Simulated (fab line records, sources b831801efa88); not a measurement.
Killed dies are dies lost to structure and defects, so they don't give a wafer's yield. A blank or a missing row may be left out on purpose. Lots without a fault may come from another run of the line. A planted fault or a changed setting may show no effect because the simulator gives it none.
Which tool did it? | flow gf180mcu | 12 lots, 36 wafers sampled, at 3 steps of a route of 602

WHAT THE GAUGES READ, wafer by wafer
GF_STI_CD_MEAS_12: target cd 220 nm. Usual: cd_nm 220.0 nm, standard deviation 1.2.
lot  | measured    | on        | cd_nm (nm)        | flag
L429 | day 2 06:41 | cd_sem-01 | 220.8 219.3 218.1 |
L431 | day 2 17:07 | cd_sem-01 | 216.9 216.6 217.3 |
L432 | day 2 22:28 | cd_sem-02 | 221.2 221.7 219.7 |
L436 | day 3 18:50 | cd_sem-02 | 220.5 220.4 220.2 |
L439 | day 4 10:15 | cd_sem-01 | 220.4 219.9 221.5 |
L441 | day 4 23:07 | cd_sem-01 | 221.2 221.6 220.9 |
L444 | day 5 11:47 | cd_sem-02 | 220.1 219.1 219.6 |
L445 | day 5 16:46 | cd_sem-01 | 219.0 221.0 219.6 |
L447 | day 6 04:54 | cd_sem-01 | 220.7 222.1 221.0 |
L448 | day 6 08:26 | cd_sem-01 | 220.8 220.8 220.4 |
L450 | day 6 19:33 | cd_sem-01 | 220.1 219.5 221.5 |
L451 | day 7 00:22 | cd_sem-01 | 219.2 220.2 218.0 |

GF_SALICIDE_RS_MEAS_04: measures by four-point-probe. Usual: SALICIDE_TIN_RS 16.4 ohm/sq, standard deviation 0.3.
lot  | measured     | on            | SALICIDE_TIN_RS (ohm/sq) | flag
L429 | day 15 14:10 | film_metro-01 | 16.1 15.9 16.7           |
L431 | day 16 04:31 | film_metro-04 | 16.6 16.5 16.8           |
L432 | day 16 12:52 | film_metro-01 | 16.7 16.6 16.8           |
L436 | day 18 03:11 | film_metro-01 | 16.7 16.8 17.1           |
L439 | day 19 05:12 | film_metro-04 | 16.2 16.2 16.5           |
L441 | day 20 03:24 | film_metro-01 | 16.3 16.0 16.3           |
L444 | day 20 23:26 | film_metro-04 | 15.6 15.8 15.7           |
L445 | day 21 05:46 | film_metro-01 | 16.1 16.1 16.0           |
L447 | day 21 23:25 | film_metro-04 | 16.7 16.5 16.7           |
L448 | day 22 05:47 | film_metro-04 | 16.4 16.3 16.1           |
L450 | day 23 00:20 | film_metro-04 | 16.2 16.2 16.4           |
L451 | day 23 09:24 | film_metro-04 | 16.1 16.2 16.0           |

WHICH TOOL RAN EACH LOT (tool, then ch and the chambers of the sampled wafers, then the start)
lot  | GF_STI_ETCH_14
L429 | rie_si-02 ch 0,1,3, day 2 06:52
L431 | rie_si-02 ch 1,2,3, day 2 17:19
L432 | rie_si-02 ch 0,1,3, day 2 22:40
L436 | rie_si-02 ch 1,2,3, day 3 19:01
L439 | rie_si-02 ch 0,1,3, day 4 10:25
L441 | rie_si-01 ch 0,3, day 4 23:19
L444 | rie_si-02 ch 0,1,3, day 5 11:58
L445 | rie_si-01 ch 0,3, day 5 16:58
L447 | rie_si-02 ch 0,3, day 6 05:04
L448 | rie_si-01 ch 0,1,2, day 6 08:37
L450 | rie_si-02 ch 1,2,3, day 6 19:43
L451 | rie_si-02 ch 1,2,3, day 7 00:34
- GF_STI_ETCH_14: etches Si in HBr/Cl2/O2, target depth 360 nm, time 102.9 s.

WHAT THE TOOLS THEMSELVES READ (means of the sampled wafers that have a number; where no wafer has one, the mark that the record gives instead)
GF_STI_ETCH_14. Usual: chamber_pressure_mTorr 14.999 mTorr, standard deviation 0.012; drypump_motor_current_A 5.6 A, standard deviation 0.37; oes_product_au 0.998 a.u., standard deviation 0.01; throttle_valve_pct 25.657 %, standard deviation 0.012.
lot  | tool      | chamber_pressure_mTorr (mTorr) | drypump_motor_current_A (A) | oes_product_au (a.u.) | throttle_valve_pct (%) | flag
L429 | rie_si-02 | 14.989                         | 5.5                         | 0.999                 | 25.654                 |
L431 | rie_si-02 | 15.011                         | 5.7                         | 0.993                 | 25.658                 |
L432 | rie_si-02 | 15.005                         | 5.5                         | 0.994                 | 25.659                 |
L436 | rie_si-02 | 15.003                         | 5.6                         | 0.996                 | 25.661                 |
L439 | rie_si-02 | 15.007                         | 5.5                         | 0.994                 | 25.650                 |
L441 | rie_si-01 | 15.000                         | 5.4                         | 1.004                 | 25.648                 |
L444 | rie_si-02 | 15.000                         | 5.6                         | 1.003                 | 25.654                 |
L445 | rie_si-01 | 14.993                         | 5.4                         | 1.001                 | 25.649                 |
L447 | rie_si-02 | 14.986                         | 5.4                         | 1.008                 | 25.667                 |
L448 | rie_si-01 | 15.000                         | 5.6                         | 0.999                 | 25.656                 |
L450 | rie_si-02 | 14.993                         | 5.7                         | 0.986                 | 25.667                 |
L451 | rie_si-02 | 15.002                         | 5.6                         | 1.000                 | 25.656                 |

THE ANSWER, worked out from the rows above alone
Rule: a lot is off if the mean of its wafers that have a number lies more than 3 standard deviations from the usual mean. A lot without any number at a reading at which 4 lots or more have one is off too. The other lots that the step has rows for count as sound. The gauges are gone through in route order, then the tools' own readings, and for those a lot's mean is taken as printed above. The first step at which some lot is off is used, and at that step the reading that is off furthest; a lot without a number counts as furthest.
No lot is off at any reading shown: from this, nothing can be told.

WHAT THE SIMULATOR HAD PUT IN
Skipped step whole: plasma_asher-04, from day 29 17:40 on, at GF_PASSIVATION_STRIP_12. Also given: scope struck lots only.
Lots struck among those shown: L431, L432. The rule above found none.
